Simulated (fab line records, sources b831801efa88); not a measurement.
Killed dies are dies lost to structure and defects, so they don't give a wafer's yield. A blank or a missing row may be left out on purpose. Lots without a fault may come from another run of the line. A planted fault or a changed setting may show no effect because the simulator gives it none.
A struck lot beside a sound one | flow sky130 | 43 steps out of a route of 708
Sound: wafers L341.3, L341.5, L341.6. Struck: wafers L353.2, L353.4, L353.6. The cause comes at the end.
At each step with rows: each side's tool, then ch and its chambers, then its first start. Under that, the readings that differ: sound wafers | struck wafers | difference of the means | sigmas: that difference in standard deviations of wafers without a fault.
alike: readings whose means differ by less than 2 such deviations, and words and numbers that are the same on both sides. not compared: withheld readings, readings that some wafer has no value for, bounds like >300 that may hide the same value, and numbers for which the record gives no deviation and whose values overlap.
The two part at a step that has a row with sigmas, a row that says differs or no value, or rows on one side only. Numbers that don't overlap but have no deviation are shown without sigmas and don't part them. A reading that every wafer of one side lacks parts them only if that side has two wafers or more.

first, 4 steps without rows for these wafers: SKY_METAL1_SOFTBAKE_11 (time 90 s); SKY_METAL1_EXPOSE_12 (exposes mask MM1, target cd 140 nm); SKY_METAL1_PEB_13; SKY_METAL1_DEVELOP_14 (develop time 60 s).
SKY_METAL1_CD_MEAS_15: target cd 140 nm.
  sound on cd_sem-01, day 36 01:12; struck on cd_sem-01, day 39 08:29
  reading    | sound             | struck            | difference | sigmas
  cd_nm (nm) | 138.9 137.5 138.5 | 143.4 142.2 141.5 | +4.1       | +3
SKY_METAL1_OVL_MEAS_16:
  sound on overlay-02, day 36 01:17; struck on overlay-01, day 39 08:35
  alike: METAL1_OVL
SKY_METAL1_DESCUM_17: chemistry O2, time 8 s.
  sound on rie_metal-04 ch 0,1, day 36 01:19; struck on rie_metal-01 ch 0,1, day 39 08:37
  alike: drypump_motor_current_A, oes_product_au
  not compared: rf_hours_counter_h
then, 5 steps without rows for these wafers: SKY_METAL1_ETCH_18 (etches BARC in N2/H2, stops on SiO2, time 45.9 s, target depth 60 nm); SKY_METAL1_METAL_ETCH_19 (etches the open film in Cl2/BCl3, stops on SiO2, target depth 360 nm, time 76.26 s); SKY_METAL1_STRIP_20 (strips in O2/N2); SKY_METAL1_STRIP_21 (strips in post etch residue remover, time 1200 s); SKY_METAL1_CLEAN_22 (cleans in IPA, time 180 s).
SKY_METAL1_CLEAN_23: cleans in O3/DIW.
  sound on wet_bench-02 ch 1, day 36 02:00; struck on wet_bench-01 ch 1, day 39 09:18
then, 1 step without rows for these wafers: SKY_VIA1_HDPCVD_00 (deposits SiO2, target thk 1030 nm, time 171.7 s).
SKY_VIA1_THK_MEAS_01:
  sound on film_metro-03, day 36 02:13; struck on film_metro-01, day 39 09:31
  alike: VIA1_HDPCVD_THK
then, 1 step without rows for these wafers: SKY_VIA1_CMP_02 (polishes SiO2).
SKY_VIA1_BOW_MEAS_03:
  sound on film_metro-02, day 36 02:36; struck on film_metro-02, day 39 09:53
  alike: VIA1_BOW
then, 8 steps without rows for these wafers: SKY_VIA1_DEHYDRATE_04 (time 60 s); SKY_VIA1_HMDS_05 (prime time 60 s); SKY_VIA1_COAT_06 (resist thk 60 nm); SKY_VIA1_COAT_07 (resist thk 450 nm); SKY_VIA1_SOFTBAKE_08 (time 90 s); SKY_VIA1_EXPOSE_09 (exposes mask VIM, target cd 150 nm); SKY_VIA1_PEB_10; SKY_VIA1_DEVELOP_11 (develop time 60 s).
SKY_VIA1_CD_MEAS_12: target cd 150 nm.
  sound on cd_sem-01, day 37 05:17; struck on cd_sem-01, day 40 09:47
  alike: cd_nm
SKY_VIA1_OVL_MEAS_13:
  sound on overlay-02, day 37 05:23; struck on overlay-01, day 40 09:54
  alike: VIA1_OVL
SKY_VIA1_ETCH_14: etches BARC in N2/H2, stops on SiO2, time 45.9 s, target depth 60 nm.
  sound on rie_diel-01 ch 1,2,3, day 37 05:25; struck on rie_diel-03 ch 0,3, day 40 09:56
  reading                     | sound       | struck      | difference | sigmas
  drypump_motor_current_A (A) | 5.4 5.4 5.4 | 6.1 6.3 6.1 | +0.8       | +2
  alike: oes_product_au, throttle_valve_pct
  not compared: rf_hours_counter_h
then, 7 steps without rows for these wafers: SKY_VIA1_ETCH_15 (etches SiO2 in C4F8/O2/Ar, stops on TiN, target depth 351 nm, time 54 s); SKY_VIA1_STRIP_16 (strips in O2/N2); SKY_VIA1_STRIP_17 (strips in post etch residue remover, time 1200 s); SKY_VIA1_CLEAN_18 (cleans in IPA, time 180 s); SKY_VIA1_CLEAN_19 (cleans in O3/DIW); SKY_VIA1_SPUTTER_20 (material TiN, target thk 20 nm, time 80 s); SKY_VIA1_CVD_21 (deposits W, target thk 270 nm, time 80.902 s).
SKY_VIA1_RS_MEAS_22: measures by four-point-probe.
  sound on film_metro-02, day 37 06:17; struck on film_metro-02, day 40 10:53
  alike: VIA1_W_RS
SKY_VIA1_THK_MEAS_23: measures by xrf.
  sound on film_metro-02, day 37 06:23; struck on film_metro-02, day 40 11:00
  alike: VIA1_W_THK
then, 1 step without rows for these wafers: SKY_VIA1_CMP_24 (polishes, stops on SiO2, t overpolish 15 s, target thk 0 nm).
SKY_METAL2_SPUTTER_00: material Ti, target thk 15 nm, time 10 s.
  sound on pvd_sputter-01, day 37 06:44; struck on pvd_sputter-02, day 40 11:21
  alike: throttle_valve_pct
SKY_METAL2_SPUTTER_01: material TiN, target thk 20 nm, time 16.7 s.
  sound on pvd_sputter-01, day 37 06:45; struck on pvd_sputter-02, day 40 11:22
  alike: throttle_valve_pct
SKY_METAL2_SPUTTER_02: material AlCu, target thk 250 nm, time 13.3 s.
  sound on pvd_sputter-01, day 37 06:46; struck on pvd_sputter-02, day 40 11:23
  alike: throttle_valve_pct
then, 1 step without rows for these wafers: SKY_METAL2_SPUTTER_03 (material Ti, target thk 5 nm, time 3.3 s).
-- the record jumps here: 10 days lie between the struck wafers' starts before and after (it left off in module METAL2 and takes up again in module PAD_OPEN, whose first step shown is number 708 of the route) --
SKY_PAD_OPEN_PROBE_99:
  sound on prober-01, day 48 10:32; struck on prober-01, day 50 16:23
  reading                               | sound             | struck                                                                     | difference                   | sigmas
  hold                                  | - - -             | await_dispo/3.5h/release await_dispo/3.5h/release await_dispo/3.5h/release | no value on the sound wafers |
  defect_limited_yield (%)              | 80.7 82.3 80.9    | 74.4 72.4 75.4                                                             | -7.2                         | -4
  killed_at_M0_to_M3                    | 51 55 46          | 78 86 79                                                                   | +30                          | +4
  killed_dies                           | 95 87 94          | 126 136 121                                                                | +36                          | +4
  sort_bin_3_pad_short (%)              | 1.2 0.8 0.8       | 3.3 2.4 1.4                                                                | +1.4                         | +4
  sort_bin_5_function (%)               | 11.0 9.6 12.0     | 15.7 17.5 15.4                                                             | +5.3                         | +4
  sort_n_pass                           | 396 404 396       | 366 355 368                                                                | -36                          | -3
  sort_yield_pct (%)                    | 80.5 82.1 80.5    | 74.4 72.2 74.8                                                             | -7.2                         | -3
  model.etest.tester.sort_n_pass        | 396 404 396       | 366 355 368                                                                | -36                          |
  model.etest.tester.sort_yield_pct (%) | 80.49 82.11 80.49 | 74.39 72.15 74.8                                                           | -7.25                        |
  model.etest.tester.sort_bin_5_pct (%) | 10.98 9.553 11.99 | 15.65 17.48 15.45                                                          | +5.35                        |
  model.etest.tester.sort_bin_3_pct (%) | 1.22 0.813 0.813  | 3.252 2.439 1.423                                                          | +1.423                       |
  alike: killed_at_M4_up, killed_at_contacts, killed_at_front_end, killed_at_other, killed_open, killed_short, sort_bin_6_memory, sort_bin_8_speed

WHERE THEY PART
First at SKY_METAL1_CD_MEAS_15; last, within this record, at SKY_PAD_OPEN_PROBE_99.

WHY: what the simulator had put in
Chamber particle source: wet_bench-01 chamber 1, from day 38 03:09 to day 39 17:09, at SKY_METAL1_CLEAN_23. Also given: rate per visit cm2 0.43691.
